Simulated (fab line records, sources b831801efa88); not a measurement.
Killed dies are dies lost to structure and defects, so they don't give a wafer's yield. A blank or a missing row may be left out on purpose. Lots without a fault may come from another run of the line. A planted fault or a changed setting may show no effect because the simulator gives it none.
One fault seen from 2 desks | flow gf180mcu | each desk has only its own numbers; what lay behind them comes last

THE TOOL OWNER'S DESK: pvd_sputter-03
The tool's own readings at GF_MIM_SPUTTER_00 (material Ti, target thk 37.5 nm, time 150 s): means of the sampled wafers that have a number, for each lot that ran on this tool. A lot is out of limits, marked OUT, if its mean lies more than 4 standard deviations from the usual mean; the brackets give that distance.
Columns: A = throttle_valve_pct at GF_MIM_SPUTTER_00, usual 29.9 %
lot  | first seen here | A
L466 | day 26 04:55    | 31.3
L469 | day 27 09:32    | 30.7
L481 | day 30 03:13    | 28.9
This desk's finding: nothing out of limits on any of the 3 lots.

THE METROLOGY DESK
What the gauges read, lot by lot, whatever tool the lot ran on: means of the sampled wafers that have a number. A lot is out of limits, marked OUT, if its mean lies more than 4 standard deviations from the usual mean; the brackets give that distance.
Columns: A = V4_OVL at GF_V4_OVL_MEAS_15, usual -1 nm; B = V4_W_RS at GF_V4_RS_MEAS_24, usual 0.328 ohm/sq; C = V4_W_THK at GF_V4_THK_MEAS_25, usual 365 nm
lot  | first seen here | A  | B     | C
L463 | day 24 20:49    | 0  | 0.328 | 361
L466 | day 26 03:20    | -1 | 0.333 | 356
L467 | day 26 08:43    | 8  | 0.329 | 369
L469 | day 27 08:04    | -2 | 0.328 | 371
L481 | day 30 01:35    | 0  | 0.330 | 361
L485 | day 31 05:22    | 5  | 0.326 | 362
This desk's finding: nothing out of limits on any of the 6 lots.

PUT TOGETHER
The tool owner's desk saw nothing out of limits.
The metrology desk saw nothing out of limits.

WHAT THE SIMULATOR HAD PUT IN
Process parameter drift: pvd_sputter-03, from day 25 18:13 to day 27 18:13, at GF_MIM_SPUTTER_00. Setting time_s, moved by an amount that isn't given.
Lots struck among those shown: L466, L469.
